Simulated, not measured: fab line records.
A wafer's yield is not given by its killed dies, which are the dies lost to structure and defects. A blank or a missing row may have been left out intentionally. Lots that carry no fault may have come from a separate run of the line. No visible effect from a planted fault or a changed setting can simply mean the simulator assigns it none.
Which tool is to blame? ; flow gf180mcu ; 45 wafers from 15 lots sampled at 4 of the route's 602 steps

== WHAT EACH GAUGE READ, for each wafer ==
GF_NWELL_TW_MEAS_11. Usual: NWELL_TW 1572, standard deviation 9.9.
lot;measured;on;NWELL_TW;flag
L478;day 3 08:20;film metro-03;1587 1589 1586;
L479;day 3 12:57;film metro-02;1572 1571 1568;
L480;day 3 23:19;film metro-02;1573 1566 1567;
L482;day 4 07:17;film metro-01;1577 1580 1581;
L484;day 4 19:11;film metro-02;1552 1561 1563;
L485;day 5 02:59;film metro-03;1584 1586 1582;
L486;day 5 03:22;film metro-02;1566 1564 1560;
L487;day 5 08:10;film metro-03;1586 1590 1583;
L488;day 5 19:02;film metro-02;1572 1566 1565;
L489;day 5 19:59;film metro-02;1562 1551 1558;
L490;day 6 01:02;film metro-03;1572 1567 1571;
L493;day 6 18:26;film metro-03;1571 1564 1572;
L496;day 7 08:26;film metro-02;1572 1573 1567;
L500;day 8 10:26;film metro-01;1596 1585 1585;
L501;day 8 14:20;film metro-02;1561 1565 1576;

GF_HV_LDD_OVL_MEAS_20. Usual: HV_LDD_01_OVL -0.6 nm, standard deviation 1.5.
lot;measured;on;HV_LDD_01_OVL (nm);flag
L478;day 10 17:49;overlay-01;0.8 1.3 0.6;
L479;day 10 23:26;overlay-02;-0.8 -0.6 -0.1;
L480;day 11 15:14;overlay-01;1.5 -0.1 0.5;
L482;day 12 01:28;overlay-02;3.3 1.5 1.3;
L484;day 12 19:40;overlay-02;-3.1 -0.3 -3.0;
L485;day 13 07:46;overlay-02;-0.6 -3.0 -2.6;
L486;day 13 06:38;overlay-01;-0.2 -0.3 0.9;
L487;day 13 10:50;overlay-02;-0.6 -1.4 0.9;
L488;day 15 08:17;overlay-02;-0.2 -0.3 0.5;
L489;day 14 05:19;overlay-01;1.3 1.0 1.5;
L490;day 14 15:07;overlay-02;-1.9 -2.1 -1.4;
L493;day 16 20:01;overlay-01;-1.7 -0.4 -1.6;
L496;day 17 13:31;overlay-02;-0.8 1.1 1.1;
L500;day 17 18:28;overlay-01;-0.5 0.9 -1.3;
L501;day 17 21:07;overlay-01;-0.1 -2.6 -1.6;

GF_NSD_TW_MEAS_12. Usual: NSD_TW 4245, standard deviation 23.
lot;measured;on;NSD_TW;flag
L478;day 13 05:52;film metro-04;4251 4265 4274;
L479;day 13 13:13;film metro-04;4291 4272 4300;
L480;day 14 06:10;film metro-04;4226 4259 4219;
L482;day 14 18:24;film metro-03;4255 4264 4281;
L484;day 15 13:14;film metro-02;4222 4231 4234;
L485;day 16 03:32;film metro-02;4211 4232 4231;
L486;day 16 03:16;film metro-04;4215 4257 4233;
L487;day 16 06:23;film metro-03;4250 4247 4251;
L488;day 18 05:06;film metro-03;4236 4227 4220;
L489;day 17 03:09;film metro-04;4215 4230 4214;
L490;day 17 14:17;film metro-03;4264 4276 4249;
L493;day 19 20:40;film metro-04;4267 4224 4244;
L496;day 20 14:12;film metro-02;4273 4257 4262;
L500;day 20 23:38;film metro-02;4283 4253 4303;
L501;day 21 02:11;film metro-04;4241 4238 4251;

== WHAT TOOL EACH LOT RAN ON (gives the tool, then ch and the chambers of the sampled wafers, and finally the start) ==
lot;GF_DUAL_GATE_OXIDATION_15
L478;furnace-01 ch 0, day 8 08:55
L479;furnace-02 ch 0, day 8 14:46
L480;furnace-02 ch 0, day 9 03:58
L482;furnace-02 ch 0, day 9 13:40
L484;furnace-02 ch 0, day 10 03:19
L485;furnace-02 ch 0, day 10 16:34
L486;furnace-01 ch 0, day 10 16:19
L487;furnace-01 ch 0, day 10 20:27
L488;furnace-01 ch 0, day 12 16:07
L489;furnace-02 ch 0, day 11 14:01
L490;furnace-02 ch 0, day 11 21:31
L493;furnace-02 ch 0, day 14 00:50
L496;furnace-02 ch 0, day 14 16:49
L500;furnace-01 ch 0, day 14 19:31
L501;furnace-01 ch 0, day 14 22:55
- GF_DUAL_GATE_OXIDATION_15: stabilise 600 s, purge 300 s, target thk 7.098 nm.

== WHAT THE TOOLS THEMSELVES READ (means of the sampled wafers that have a number; where no wafer has one, the mark that the record gives instead) ==
GF_DUAL_GATE_OXIDATION_15. Usual: ox temp c 850.0 C, standard deviation 0.38.
lot;tool;ox temp c (C);flag
L478;furnace-01;849.9;
L479;furnace-02;849.7;
L480;furnace-02;849.9;
L482;furnace-02;850.3;
L484;furnace-02;849.6;
L485;furnace-02;850.2;
L486;furnace-01;850.1;
L487;furnace-01;849.9;
L488;furnace-01;850.1;
L489;furnace-02;849.8;
L490;furnace-02;850.0;
L493;furnace-02;849.9;
L496;furnace-02;850.3;
L500;furnace-01;850.2;
L501;furnace-01;850.2;

== THE ANSWER, worked out from the rows above alone ==
Rule: take the mean of a lot's wafers that have a number; if it is more than 3 standard deviations from the usual mean, the lot is off. Also off: a lot with no number at a reading for which 4 or more lots have one. All remaining lots with rows at the step are treated as sound. First the gauges in route order, then the tools' own readings, where a lot's mean is used as printed above. The first step at which some lot is off is used, and at that step the reading that is off furthest; a lot without a number counts as furthest.
Nothing can be told from this: no lot is off at any reading shown.

== WHAT HAD BEEN PUT IN BY THE SIMULATOR ==
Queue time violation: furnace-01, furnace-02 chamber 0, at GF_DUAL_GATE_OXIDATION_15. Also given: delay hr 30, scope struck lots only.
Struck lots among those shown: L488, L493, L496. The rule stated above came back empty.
